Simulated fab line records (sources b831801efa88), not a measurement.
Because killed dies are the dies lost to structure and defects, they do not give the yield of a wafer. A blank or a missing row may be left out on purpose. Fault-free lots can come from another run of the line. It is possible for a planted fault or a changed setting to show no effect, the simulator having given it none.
Which tool was responsible?    flow sky130    12 lots, 36 wafers sampled, at 6 steps of a route of 708

WHAT EACH GAUGE READ, for each wafer
SKY_POLY_GATE_OVL_MEAS_14. Usual: for POLY_GATE_OVL the level is -1 nm and the standard deviation is 5.2.
lot   measured      on          POLY_GATE_OVL (nm)  flag
L468  day 16 01:41  overlay-01  -8 -2 2             
L469  day 16 16:23  overlay-02  -7 2 -2             
L472  day 18 00:05  overlay-01  1 7 8               
L473  day 18 09:44  overlay-02  1 6 13              
L474  day 18 17:42  overlay-02  12 8 11             
L475  day 18 19:58  overlay-02  -4 -4 -7            
L477  day 19 14:24  overlay-01  -13 6 -2            
L478  day 20 13:40  overlay-02  -6 4 -3             
L481  day 21 10:16  overlay-01  -3 1 3              
L486  day 23 02:43  overlay-01  -4 -1 -3            
L488  day 23 18:28  overlay-02  5 -9 1              
L489  day 23 21:55  overlay-01  0 -11 -7            

SKY_SD_P_OVL_MEAS_08. Usual: for SD_P_OVL the level is -0.2 nm and the standard deviation is 1.8.
lot   measured      on          SD_P_OVL (nm)   flag
L468  day 25 02:44  overlay-01  -2.5 -1.7 -1.6  
L469  day 25 19:14  overlay-01  0.0 -0.4 -0.2   
L472  day 26 21:40  overlay-01  -0.5 -3.1 -1.0  
L473  day 27 09:50  overlay-01  1.8 -0.4 -0.1   
L474  day 27 18:03  overlay-01  2.7 1.7 2.6     
L475  day 28 12:06  overlay-01  -0.3 -1.0 0.3   
L477  day 28 15:02  overlay-02  0.0 0.0 1.5     
L478  day 29 10:24  overlay-01  -3.3 -1.7 -2.5  
L481  day 30 05:25  overlay-02  -0.7 -1.9 -0.5  
L486  day 31 20:00  overlay-01  -3.6 -0.3 -2.7  
L488  day 32 06:28  overlay-01  -0.7 0.5 -1.4   
L489  day 32 10:48  overlay-02  1.8 1.1 1.0     

SKY_SD_N_RS_MEAS_17: uses a four-point probe to measure. Usual: for SD_P_RS the level is 146.9 ohm/sq and the standard deviation is 0.44.
lot   measured      on             SD_P_RS (ohm/sq)   flag
L468  day 27 12:24  film-metro-01  146.7 147.4 147.0  
L469  day 28 05:22  film-metro-01  147.1 146.9 147.0  
L472  day 29 08:25  film-metro-04  146.8 146.9 146.2  
L473  day 29 19:45  film-metro-01  146.7 146.7 147.2  
L474  day 30 03:54  film-metro-04  147.3 147.3 147.7  
L475  day 30 21:17  film-metro-01  147.2 147.3 147.4  
L477  day 31 01:37  film-metro-02  149.3 149.4 149.3  OFF
L478  day 31 19:34  film-metro-04  146.5 147.0 146.4  
L481  day 32 13:55  film-metro-01  148.7 148.7 148.5  OFF
L486  day 34 02:44  film-metro-01  147.4 146.9 147.4  
L488  day 34 12:45  film-metro-01  146.8 146.4 146.7  
L489  day 34 16:52  film-metro-02  148.0 147.9 147.7  

SKY_SD_N_RS_MEAS_18: uses a four-point probe to measure. Usual: for RES_XHIGH_RS the level is 332.9 ohm/sq and the standard deviation is 1.3.
lot   measured      on             RES_XHIGH_RS (ohm/sq)  flag
L468  day 27 12:31  film-metro-01  331.8 331.5 332.0      
L469  day 28 05:29  film-metro-01  332.8 331.5 332.0      
L472  day 29 08:32  film-metro-04  333.7 333.5 334.1      
L473  day 29 19:52  film-metro-01  336.3 335.9 334.6      
L474  day 30 04:01  film-metro-04  330.9 332.3 332.1      
L475  day 30 21:24  film-metro-01  332.9 333.4 332.9      
L477  day 31 01:44  film-metro-02  331.7 332.0 333.2      
L478  day 31 19:41  film-metro-04  332.7 332.3 332.7      
L481  day 32 14:02  film-metro-01  332.7 333.4 331.6      
L486  day 34 02:52  film-metro-01  334.2 333.6 334.5      
L488  day 34 12:52  film-metro-01  333.9 332.4 333.0      
L489  day 34 16:59  film-metro-02  332.7 331.8 331.8      

WHICH TOOL RAN EACH LOT (tool, then ch and the chambers of the sampled wafers, then the start)
lot   SKY_SD_P_IMPLANT_09              SKY_SD_P_STRIP_10
L468  implanter-04 ch 0, day 25 02:47  plasma-asher-02 ch 0,1, day 25 02:56
L469  implanter-04 ch 0, day 25 19:17  plasma-asher-02 ch 0,1, day 25 19:25
L472  implanter-02 ch 0, day 26 22:00  plasma-asher-04 ch 0,1, day 26 22:08
L473  implanter-03 ch 0, day 27 09:52  plasma-asher-02 ch 0,1, day 27 10:01
L474  implanter-04 ch 0, day 27 18:06  plasma-asher-03 ch 0,1, day 27 18:14
L475  implanter-04 ch 0, day 28 12:11  plasma-asher-02 ch 0,1, day 28 12:18
L477  implanter-04 ch 0, day 28 15:06  plasma-asher-02 ch 0,1, day 28 15:16
L478  implanter-03 ch 0, day 29 10:29  plasma-asher-02 ch 0,1, day 29 10:37
L481  implanter-04 ch 0, day 30 05:26  plasma-asher-04 ch 0,1, day 30 05:35
L486  implanter-02 ch 0, day 31 20:05  plasma-asher-03 ch 0,1, day 31 20:13
L488  implanter-03 ch 0, day 32 06:29  plasma-asher-02 ch 0,1, day 32 06:38
L489  implanter-02 ch 0, day 32 10:52  plasma-asher-04 ch 0,1, day 32 11:01
- SKY_SD_P_IMPLANT_09
- SKY_SD_P_STRIP_10: strips in O2/N2.

WHAT THE TOOLS THEMSELVES READ (means of the sampled wafers that have a number; where no wafer has one, the mark that the record gives instead)
SKY_SD_P_IMPLANT_09. Usual: 20.000 for beam-energy-keV, sd 0.0065.
lot   tool          beam-energy-keV  flag
L468  implanter-04  19.994           
L469  implanter-04  19.999           
L472  implanter-02  20.002           
L473  implanter-03  19.997           
L474  implanter-04  20.007           
L475  implanter-04  20.010           
L477  implanter-04  19.306           OFF
L478  implanter-03  19.993           
L481  implanter-04  19.308           OFF
L486  implanter-02  20.000           
L488  implanter-03  19.992           
L489  implanter-02  19.999           

SKY_SD_P_STRIP_10. Usual: drypump-motor-current-A 5.5 A, standard deviation 0.32; oes-product-au 0.618 a.u., standard deviation 0.0046; strip-time-to-endpoint-s 17.50 s, standard deviation 0.034.
lot   tool             drypump-motor-current-A (A)  oes-product-au (a.u.)  strip-time-to-endpoint-s (s)  flag
L468  plasma-asher-02  5.5                          0.614                  17.51                         
L469  plasma-asher-02  5.6                          0.614                  17.48                         
L472  plasma-asher-04  5.3                          0.614                  17.56                         
L473  plasma-asher-02  5.3                          0.622                  17.49                         
L474  plasma-asher-03  5.6                          0.620                  17.44                         
L475  plasma-asher-02  5.3                          0.616                  17.48                         
L477  plasma-asher-02  5.5                          0.617                  17.38                         OFF
L478  plasma-asher-02  5.4                          0.617                  17.46                         
L481  plasma-asher-04  5.3                          0.622                  17.43                         
L486  plasma-asher-03  5.4                          0.618                  17.54                         
L488  plasma-asher-02  5.5                          0.619                  17.48                         
L489  plasma-asher-04  5.7                          0.618                  17.48                         

THE ANSWER, worked out from the rows above alone
Rule: a lot is off if the mean of its wafers that have a number lies more than 3 standard deviations from the usual mean. A lot without any number at a reading at which 4 lots or more have one is off too. All remaining lots with rows at the step are treated as sound. The gauges are gone through in route order, then the tools' own readings, and for those a lot's mean is taken as printed above. The first step at which some lot is off is used, and at that step the reading that is off furthest; a lot without a number counts as furthest.
Off: L477, L481, seen at SKY_SD_N_RS_MEAS_17 (SD_P_RS).
If a tool, at a process step before that reading, ran all the lots that are off and no sound lot after the first of them, it fits. The gauges at SKY_SD_N_RS_MEAS_17 aren't tried: what is off there is off at SKY_SD_P_IMPLANT_09 too, on other tools, and a gauge's error can't cause that. One fits: SKY_SD_P_IMPLANT_09 on implanter-04. A fault onset in the window from L475 (day 28 12:11, its last sound lot) to L477 (day 28 15:06, its first lot off) fits.
The tool's own readings at SKY_SD_P_IMPLANT_09 bear it out: on the lots that are off they differ by more than 5 times the standard deviation of the sound lots' means. beam-energy-keV reads 19.307 there against 19.999 on the sound lots.

WHAT THE SIMULATOR HAD PUT IN
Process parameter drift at SKY_SD_P_IMPLANT_09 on implanter-04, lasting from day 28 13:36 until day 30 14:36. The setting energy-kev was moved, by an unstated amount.
Struck lots among those shown: L477, L481. The rule given above showed the same thing.
